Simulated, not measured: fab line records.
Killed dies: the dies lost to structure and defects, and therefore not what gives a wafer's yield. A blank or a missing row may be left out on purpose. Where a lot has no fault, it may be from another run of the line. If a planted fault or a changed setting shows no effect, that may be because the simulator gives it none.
What tool caused it? | flow gf180mcu | 14 lots with 41 wafers sampled at 4 steps, on a route of 602 steps

## WHAT THE GAUGES SHOWED, per wafer
GF_M3_CD_MEAS_14: the cd target is 280 nm.
lot  | measured     | on       | cdNm (nm)
L294 | day 22 10:12 | cdSem-02 | 278.2 278.6 278.4
L295 | day 22 14:36 | cdSem-01 | 281.0 280.9 280.2
L296 | day 22 19:21 | cdSem-02 | 279.5 279.1 278.6
L298 | day 23 01:18 | cdSem-02 | 280.0 278.8 279.7
L297 | day 23 04:56 | cdSem-01 | 281.5 280.8 280.5
L299 | day 23 16:13 | cdSem-02 | 278.7 277.7 277.4
L300 | day 24 01:17 | cdSem-02 | 280.7 281.1 280.8
L302 | day 24 10:35 | cdSem-01 | 279.8
L304 | day 25 10:56 | cdSem-02 | 281.7 281.9
L312 | day 27 20:49 | cdSem-02 | 279.8 280.2 280.4
L313 | day 27 23:35 | cdSem-02 | 280.9 281.7 281.1
L314 | day 28 13:21 | cdSem-01 | 280.2 279.8 282.0
L315 | day 28 15:01 | cdSem-02 | 280.9 279.4 279.9
L316 | day 28 19:48 | cdSem-01 | 280.4 279.8 280.5

GF_V3_THK_MEAS_01.
lot  | measured     | on           | V3_CVD_00_THK (nm)
L294 | day 22 11:04 | filmMetro-01 | 612 601 605
L295 | day 22 15:28 | filmMetro-03 | 596 600 599
L296 | day 22 20:13 | filmMetro-01 | 601 598 602
L298 | day 23 02:10 | filmMetro-01 | 598 599 605
L297 | day 23 05:50 | filmMetro-01 | 602 595 597
L299 | day 23 17:08 | filmMetro-04 | 609 605 605
L300 | day 24 02:08 | filmMetro-01 | 599 603 599
L302 | day 24 11:33 | filmMetro-03 | 605
L304 | day 25 12:13 | filmMetro-04 | 605 604
L312 | day 27 21:41 | filmMetro-01 | 601 599 603
L313 | day 28 00:29 | filmMetro-03 | 609 610 604
L314 | day 28 14:14 | filmMetro-01 | 615 610 607
L315 | day 28 15:55 | filmMetro-01 | 603 603 595
L316 | day 28 20:40 | filmMetro-04 | 607 606 596

## EACH LOT AND THE TOOL THAT RAN IT (in order: tool; ch and the chambers of the sampled wafers; start)
lot  | GF_CONTACT_CMP_27             | GF_M3_SPUTTER_00
L294 | cmp-01 ch 0,1,2, day 17 04:33 | pvdSputter-01, day 21 10:19
L295 | cmp-02 ch 2,3, day 17 08:18   | pvdSputter-01, day 21 15:21
L296 | cmp-02 ch 0,1,2, day 17 13:05 | pvdSputter-04, day 21 19:48
L298 | cmp-02 ch 0,1,2, day 17 17:59 | pvdSputter-03, day 22 01:55
L297 | cmp-02 ch 1,2,3, day 17 22:08 | pvdSputter-01, day 22 05:33
L299 | cmp-01 ch 0,1, day 18 10:32   | pvdSputter-01, day 22 16:52
L300 | cmp-02 ch 1,3, day 18 18:19   | pvdSputter-03, day 23 02:28
L302 | cmp-02 ch 2, day 19 06:07     | pvdSputter-04, day 23 11:52
L304 | cmp-02 ch 1,2,3, day 20 11:11 | pvdSputter-04, day 24 13:55
L312 | cmp-02 ch 1,2,3, day 23 02:38 | pvdSputter-04, day 27 00:53
L313 | cmp-02 ch 0,2,3, day 23 08:29 | pvdSputter-04, day 27 05:10
L314 | cmp-02 ch 0,1, day 23 18:19   | pvdSputter-01, day 27 17:34
L315 | cmp-01 ch 0,2,3, day 23 23:14 | pvdSputter-04, day 27 18:50
L316 | cmp-02 ch 1,2, day 24 07:03   | pvdSputter-01, day 27 23:59
- GF_CONTACT_CMP_27: polishes, stops on SiO2, t overpolish 15 s, target thk 0 nm.
- GF_M3_SPUTTER_00: material Ti, target thk 37.5 nm, time 150 s.

## AS READ BY THE TOOLS THEMSELVES (means over the sampled wafers that have a number; for cases with no such wafer, the mark the record gives instead)
GF_CONTACT_CMP_27.
lot  | tool   | headPressurePsi (psi) | motorCurrentA (A) | overpolishRunS (s) | timeToEndpointS (s)
L294 | cmp-01 | 3.495                 | 11.0              | 14.995             | 71.4
L295 | cmp-02 | 3.499                 | 11.5              | 15.000             | 74.7
L296 | cmp-02 | 3.501                 | 10.6              | 14.997             | 73.8
L298 | cmp-02 | 3.498                 | 10.9              | 15.015             | 74.1
L297 | cmp-02 | 3.505                 | 10.4              | 15.009             | 76.6
L299 | cmp-01 | 3.509                 | 10.7              | 14.995             | 68.3
L300 | cmp-02 | 3.498                 | 10.4              | 14.996             | 71.5
L302 | cmp-02 | 3.502                 | 10.9              | 7.519              | 95.1
L304 | cmp-02 | 3.499                 | 10.4              | 10.011             | 88.2
L312 | cmp-02 | 3.509                 | 10.3              | 15.001             | 73.9
L313 | cmp-02 | 3.506                 | 11.7              | 15.005             | 77.2
L314 | cmp-02 | 3.503                 | 9.8               | 15.004             | 71.8
L315 | cmp-01 | 3.492                 | 10.2              | 15.001             | 72.1
L316 | cmp-02 | 3.503                 | 10.2              | 15.003             | 71.9

GF_M3_SPUTTER_00.
lot  | tool          | throttleValvePct (%)
L294 | pvdSputter-01 | 30.1
L295 | pvdSputter-01 | 30.1
L296 | pvdSputter-04 | 30.1
L298 | pvdSputter-03 | 30.4
L297 | pvdSputter-01 | 29.9
L299 | pvdSputter-01 | 29.9
L300 | pvdSputter-03 | 30.5
L302 | pvdSputter-04 | 32.2
L304 | pvdSputter-04 | 31.6
L312 | pvdSputter-04 | 30.8
L313 | pvdSputter-04 | 30.2
L314 | pvdSputter-01 | 30.2
L315 | pvdSputter-04 | 31.2
L316 | pvdSputter-01 | 30.1

## THE ANSWER, worked out from the rows above alone
Rule: the lots themselves supply what counts as usual. Put in order of their means at a reading, lots are off if they are a third of the lots or fewer, leave a main group of 4 or more, and stand apart from it by a gap of 3 or more times the standard deviation of the main group's means; of several such gaps the widest counts. The tables above print the reading to a certain number of digits; a main group whose means all agree to those digits is not used. A lot without any number at a reading at which 4 lots or more have one is off too. Any other lot the step has rows for is counted as sound. The gauges are gone through in route order, then the tools' own readings, and for those a lot's mean is taken as printed above. At the first step where some lot is off, the reading lying furthest off is the one used; lots without a number count as furthest.
Off, at GF_CONTACT_CMP_27 on overpolishRunS: L302, L304. For the main group the mean is 15.002 s and the standard deviation 0.0057.
If a tool, at that step or one of the process steps before it, ran each lot that is off and ran no sound lot following the first of them, it fits. None of those tried fits.

## WHAT HAD BEEN PUT IN BY THE SIMULATOR
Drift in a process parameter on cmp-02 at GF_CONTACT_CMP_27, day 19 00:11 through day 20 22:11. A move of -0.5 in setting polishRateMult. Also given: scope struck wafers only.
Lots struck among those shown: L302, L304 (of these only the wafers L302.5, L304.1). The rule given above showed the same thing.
